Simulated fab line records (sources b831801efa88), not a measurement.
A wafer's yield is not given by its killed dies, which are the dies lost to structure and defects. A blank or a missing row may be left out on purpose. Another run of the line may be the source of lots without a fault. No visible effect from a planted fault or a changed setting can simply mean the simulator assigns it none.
Which tool is to blame? -- flow sky130 -- 24 lots, 72 wafers sampled, at 6 steps of a route of 708

## WHAT THE GAUGES READ, wafer by wafer
SKY_CAP2M_THK_MEAS_01.
lot,measured,on,CAP2M_CVD_00_THK (nm)
L074,day 39 04:51,film-metro-02,15.43 15.45 15.57
L076,day 39 13:44,film-metro-02,15.72 15.55 15.38
L075,day 39 16:57,film-metro-04,15.02 15.14 15.47
L077,day 40 10:20,film-metro-04,15.37 15.51 15.76
L078,day 40 18:53,film-metro-04,15.92 15.41 15.82
L079,day 41 04:58,film-metro-01,15.35 15.39 15.57
L080,day 41 05:47,film-metro-02,15.38 15.53 15.71
L081,day 41 18:14,film-metro-02,15.56 15.67 15.68
L082,day 41 19:47,film-metro-04,15.25 15.65 15.45
L083,day 42 06:16,film-metro-02,15.40 15.45 15.80
L084,day 42 10:56,film-metro-02,15.32 15.60 15.80
L085,day 42 17:20,film-metro-01,15.31 15.39 15.68
L086,day 43 03:57,film-metro-01,15.51 15.77 15.40
L087,day 43 07:53,film-metro-04,15.47 15.25 15.60
L088,day 43 13:29,film-metro-04,15.24 15.37 15.44
L089,day 43 21:58,film-metro-01,15.31 15.45 15.65
L090,day 44 21:07,film-metro-02,15.65 15.19 15.75
L091,day 45 01:45,film-metro-01,15.33 15.35 15.73
L092,day 45 06:58,film-metro-01,15.79 15.60 15.89
L093,day 45 10:56,film-metro-04,15.58 15.42 15.61
L095,day 45 22:56,film-metro-01,15.60 15.70 15.54
L094,day 45 23:52,film-metro-04,15.63 15.39 16.27
L096,day 46 00:54,film-metro-04,15.60 15.75 15.85
L097,day 47 07:09,film-metro-01,15.46 15.33 15.61

SKY_VIA4_OVL_MEAS_11.
lot,measured,on,VIA4_OVL (nm)
L074,day 42 08:19,overlay-01,1.1 1.1 2.0
L076,day 42 16:35,overlay-02,0.6 -0.2 -1.0
L075,day 42 19:19,overlay-02,-0.6 0.8 0.2
L077,day 43 12:10,overlay-02,1.8 3.5 0.2
L078,day 43 19:34,overlay-02,0.9 -0.4 -0.2
L079,day 44 04:55,overlay-02,-0.3 0.8 0.3
L080,day 44 05:09,overlay-01,1.7 2.8 3.5
L081,day 44 16:52,overlay-01,1.5 -0.1 0.0
L082,day 44 17:11,overlay-01,0.8 0.2 -0.3
L083,day 45 03:20,overlay-01,0.7 1.0 2.0
L084,day 45 08:30,overlay-01,-0.3 -0.3 -2.3
L085,day 45 14:15,overlay-02,-0.3 0.0 -0.1
L086,day 45 23:37,overlay-02,-0.8 -2.2 -1.2
L087,day 46 02:29,overlay-01,2.2 1.8 2.2
L088,day 46 07:00,overlay-02,0.6 1.3 2.2
L089,day 46 15:01,overlay-01,-0.7 -0.3 0.7
L090,day 47 11:51,overlay-01,0.1 -1.4 0.5
L091,day 47 16:11,overlay-01,0.7 0.3 -1.7
L092,day 47 20:52,overlay-02,0.0 -0.1 -1.4
L093,day 48 00:38,overlay-01,2.1 4.1 2.8
L095,day 48 11:46,overlay-02,0.4 0.2 1.0
L094,day 48 13:09,overlay-02,-0.6 1.2 1.0
L096,day 48 13:45,overlay-02,-3.5 -3.5 -1.4
L097,day 49 15:45,overlay-01,2.4 2.5 1.8

SKY_VIA4_THK_MEAS_20: measures by xrf.
lot,measured,on,VIA4_W_THK (nm)
L074,day 42 09:21,film-metro-02,512 511 514
L076,day 42 17:37,film-metro-02,508 502 512
L075,day 42 20:21,film-metro-02,508 507 508
L077,day 43 13:15,film-metro-02,522 514 516
L078,day 43 20:36,film-metro-02,510 510 509
L079,day 44 05:59,film-metro-03,514 512 514
L080,day 44 06:11,film-metro-01,505 513 516
L081,day 44 17:57,film-metro-02,517 522 525
L082,day 44 18:16,film-metro-03,516 515 512
L083,day 45 04:25,film-metro-02,506 507 507
L084,day 45 09:32,film-metro-02,519 518 516
L085,day 45 15:17,film-metro-03,511 510 515
L086,day 46 00:39,film-metro-01,512 503 502
L087,day 46 03:32,film-metro-01,512 509 511
L088,day 46 08:04,film-metro-01,510 506 508
L089,day 46 16:23,film-metro-02,515 511 515
L090,day 47 12:57,film-metro-02,511 515 514
L091,day 47 17:13,film-metro-02,509 511 508
L092,day 47 22:02,film-metro-01,507 509 505
L093,day 48 01:46,film-metro-01,509 510 507
L095,day 48 13:01,film-metro-01,505 504 504
L094,day 48 14:13,film-metro-03,512 503 514
L096,day 48 14:52,film-metro-01,504 507 503
L097,day 49 16:47,film-metro-02,531 526 526

## WHAT TOOL EACH LOT RAN ON (gives the tool, then ch and the chambers of the sampled wafers, and finally the start)
lot,SKY_METAL3_ETCH_16,SKY_VIA3_ETCH_14,SKY_METAL4_METAL_ETCH_18
L074,"rie-metal-03 ch 0,1, day 38 00:26","rie-diel-03 ch 0,1,3, day 39 03:16","rie-metal-01 ch 0,1, day 41 06:36"
L076,"rie-metal-02 ch 0,1, day 38 09:37","rie-diel-04 ch 0,3, day 39 12:07","rie-metal-01 ch 0,1, day 41 16:19"
L075,"rie-metal-01 ch 0,1, day 38 13:14","rie-diel-03 ch 0,1, day 39 15:06","rie-metal-04 ch 0,1, day 41 18:43"
L077,"rie-metal-03 ch 0,1, day 39 06:46","rie-diel-03 ch 0,2, day 40 08:48","rie-metal-01 ch 0,1, day 42 11:58"
L078,"rie-metal-01 ch 0,1, day 39 15:04","rie-diel-03 ch 2,3, day 40 17:21","rie-metal-04 ch 0,1, day 42 19:58"
L079,"rie-metal-03 ch 0,1, day 40 01:00","rie-diel-04 ch 0,1,3, day 41 03:25","rie-metal-01 ch 0,1, day 43 05:19"
L080,"rie-metal-02 ch 0, day 40 01:59","rie-diel-03 ch 0,2, day 41 04:15","rie-metal-04 ch 0,1, day 43 05:51"
L081,"rie-metal-01 ch 0, day 40 14:12","rie-diel-04 ch 1,3, day 41 16:42","rie-metal-04 ch 0, day 43 17:22"
L082,"rie-metal-03 ch 0,1, day 40 15:35","rie-diel-01 ch 1,2, day 41 18:13","rie-metal-01 ch 0,1, day 43 18:09"
L083,"rie-metal-03 ch 0,1, day 41 02:43","rie-diel-01 ch 0,1, day 42 04:43","rie-metal-01 ch 0,1, day 44 04:07"
L084,"rie-metal-03 ch 1, day 41 08:03","rie-diel-01 ch 0,1,3, day 42 09:22","rie-metal-04 ch 0,1, day 44 09:57"
L085,"rie-metal-03 ch 0,1, day 41 14:41","rie-diel-04 ch 1,3, day 42 15:48","rie-metal-04 ch 0,1, day 44 15:43"
L086,"rie-metal-03 ch 0,1, day 42 01:58","rie-diel-01 ch 1,3, day 43 02:22","rie-metal-02 ch 0,1, day 45 01:09"
L087,"rie-metal-01 ch 0,1, day 42 05:44","rie-diel-04 ch 0,2,3, day 43 06:19","rie-metal-01 ch 1, day 45 04:19"
L088,"rie-metal-01 ch 0,1, day 42 11:10","rie-diel-04 ch 0,1,2, day 43 11:54","rie-metal-01 ch 1, day 45 09:13"
L089,"rie-metal-03 ch 0,1, day 42 20:26","rie-diel-03 ch 0,1,2, day 43 20:25","rie-metal-01 ch 0,1, day 45 17:18"
L090,"rie-metal-03 ch 0,1, day 43 19:17","rie-diel-01 ch 0,2, day 44 19:26","rie-metal-01 ch 0,1, day 46 14:42"
L091,"rie-metal-01 ch 0,1, day 43 23:32","rie-diel-01 ch 1,2,3, day 44 23:46","rie-metal-02 ch 0,1, day 46 19:33"
L092,"rie-metal-01 ch 0,1, day 44 05:43","rie-diel-01 ch 0,2,3, day 45 04:58","rie-metal-01 ch 0,1, day 47 00:33"
L093,"rie-metal-03 ch 0,1, day 44 10:35","rie-diel-01 ch 0,1, day 45 09:23","rie-metal-01 ch 0,1, day 47 03:59"
L095,"rie-metal-03 ch 0,1, day 44 22:38","rie-diel-04 ch 2,3, day 45 21:14","rie-metal-02 ch 0,1, day 47 15:48"
L094,"rie-metal-02 ch 0,1, day 44 23:28","rie-diel-01 ch 0,1,2, day 45 22:12","rie-metal-04 ch 0,1, day 47 16:49"
L096,"rie-metal-02 ch 0,1, day 45 00:34","rie-diel-03 ch 0,1,3, day 45 23:12","rie-metal-01 ch 0,1, day 47 18:05"
L097,"rie-metal-02 ch 0,1, day 46 06:53","rie-diel-01 ch 0,3, day 47 04:56","rie-metal-04 ch 0,1, day 48 21:37"
- SKY_METAL3_ETCH_16: etches BARC in N2/H2, stops on SiO2, time 88.2 s, target depth 60 nm.
- SKY_VIA3_ETCH_14: etches BARC in N2/H2, stops on SiO2, time 45.9 s, target depth 60 nm.
- SKY_METAL4_METAL_ETCH_18: etches the open film in Cl2/BCl3, stops on SiO2, target depth 845 nm, time 183.1 s.

## AS READ BY THE TOOLS THEMSELVES (means over the sampled wafers that have a number; for cases with no such wafer, the mark the record gives instead)
SKY_METAL3_ETCH_16.
lot,tool,bias-w (W),drypump-motor-current-A (A),oes-product-au (a.u.),throttle-valve-pct (%)
L074,rie-metal-03,99.92,5.4,0.628,13.201
L076,rie-metal-02,100.36,5.8,0.624,13.205
L075,rie-metal-01,100.18,5.5,0.626,13.206
L077,rie-metal-03,100.11,5.2,0.627,13.210
L078,rie-metal-01,99.92,5.5,0.625,13.204
L079,rie-metal-03,100.18,5.2,0.625,13.208
L080,rie-metal-02,100.31,6.2,0.625,13.200
L081,rie-metal-01,99.77,6.0,0.624,13.207
L082,rie-metal-03,99.98,5.4,0.626,13.205
L083,rie-metal-03,99.93,5.4,0.627,13.210
L084,rie-metal-03,100.15,5.5,0.624,13.205
L085,rie-metal-03,100.06,5.4,0.627,13.205
L086,rie-metal-03,100.13,5.4,0.630,13.204
L087,rie-metal-01,100.00,5.5,0.623,13.213
L088,rie-metal-01,100.27,5.5,0.621,13.195
L089,rie-metal-03,99.56,5.4,0.626,13.202
L090,rie-metal-03,100.14,5.2,0.627,13.200
L091,rie-metal-01,100.05,5.7,0.624,13.202
L092,rie-metal-01,100.48,5.5,0.622,13.207
L093,rie-metal-03,100.07,5.4,0.627,13.203
L095,rie-metal-03,100.09,5.4,0.625,13.204
L094,rie-metal-02,99.93,5.3,0.622,13.213
L096,rie-metal-02,100.01,5.8,0.626,13.206
L097,rie-metal-02,100.04,5.8,0.628,13.199

SKY_VIA3_ETCH_14.
lot,tool,bias-w (W),drypump-motor-current-A (A),oes-product-au (a.u.),throttle-valve-pct (%)
L074,rie-diel-03,99.9,5.6,0.858,13.223
L076,rie-diel-04,99.8,5.7,0.853,13.223
L075,rie-diel-03,100.0,5.5,0.852,13.223
L077,rie-diel-03,100.2,5.5,0.856,13.231
L078,rie-diel-03,100.2,5.9,0.853,13.231
L079,rie-diel-04,100.1,5.9,0.852,13.218
L080,rie-diel-03,99.9,5.7,0.853,13.227
L081,rie-diel-04,99.9,6.1,0.853,13.228
L082,rie-diel-01,100.1,5.2,0.852,13.228
L083,rie-diel-01,99.8,5.2,0.851,13.226
L084,rie-diel-01,99.9,5.5,0.855,13.225
L085,rie-diel-04,99.9,6.1,0.858,13.231
L086,rie-diel-01,99.6,5.5,0.851,13.224
L087,rie-diel-04,99.5,5.7,0.855,13.220
L088,rie-diel-04,100.3,5.7,0.853,13.225
L089,rie-diel-03,100.2,5.6,0.857,13.229
L090,rie-diel-01,99.7,5.1,0.859,13.222
L091,rie-diel-01,100.1,5.5,0.854,13.232
L092,rie-diel-01,99.9,5.4,0.858,13.226
L093,rie-diel-01,99.9,5.2,0.860,13.225
L095,rie-diel-04,100.0,5.7,0.854,13.230
L094,rie-diel-01,99.8,5.2,0.855,13.222
L096,rie-diel-03,100.1,5.6,0.858,13.232
L097,rie-diel-01,99.5,5.5,0.856,13.227

SKY_METAL4_METAL_ETCH_18.
lot,tool,bias-w (W),drypump-motor-current-A (A),oes-product-au (a.u.),throttle-valve-pct (%)
L074,rie-metal-01,48.51,5.7,0.859,22.267
L076,rie-metal-01,48.50,5.7,0.858,22.276
L075,rie-metal-04,48.58,5.6,0.875,22.266
L077,rie-metal-01,48.49,5.7,0.867,22.262
L078,rie-metal-04,48.51,5.8,0.865,22.260
L079,rie-metal-01,48.65,5.7,0.861,22.264
L080,rie-metal-04,48.55,5.6,0.857,22.270
L081,rie-metal-04,48.47,5.5,0.868,22.262
L082,rie-metal-01,48.54,5.5,0.865,22.256
L083,rie-metal-01,48.48,5.8,0.875,22.269
L084,rie-metal-04,48.49,5.6,0.873,22.253
L085,rie-metal-04,48.40,5.8,0.860,22.269
L086,rie-metal-02,48.55,5.3,0.856,22.254
L087,rie-metal-01,48.32,5.2,0.875,22.261
L088,rie-metal-01,48.44,5.2,0.870,22.263
L089,rie-metal-01,48.49,5.5,0.867,22.260
L090,rie-metal-01,48.51,5.7,0.868,22.256
L091,rie-metal-02,48.56,5.7,0.859,22.263
L092,rie-metal-01,48.53,5.8,0.855,22.262
L093,rie-metal-01,48.47,5.5,0.867,22.262
L095,rie-metal-02,48.58,5.8,0.859,22.265
L094,rie-metal-04,48.61,5.7,0.869,22.260
L096,rie-metal-01,48.39,5.5,0.862,22.268
L097,rie-metal-04,48.70,5.8,0.858,22.259

## THE ANSWER, worked out from the rows above alone
Rule: what is usual is taken from the lots themselves. Put in order of their means at a reading, lots are off if they are a third of the lots or fewer, leave a main group of 4 or more, and stand apart from it by a gap of 3 or more times the standard deviation of the main group's means; of several such gaps the widest counts. If all means in a main group match to the digits the tables above print for the reading, that group is not used. A lot without any number at a reading at which 4 lots or more have one is off too. Where the step has rows for the other lots, those lots are counted as sound. First the gauges in route order, then the tools' own readings, where a lot's mean is used as printed above. At the first step where some lot is off, the reading lying furthest off is the one used; lots without a number count as furthest.
Across all readings shown, no lot is off: no conclusion can be drawn from this.

## WHAT WAS PUT IN BY THE SIMULATOR
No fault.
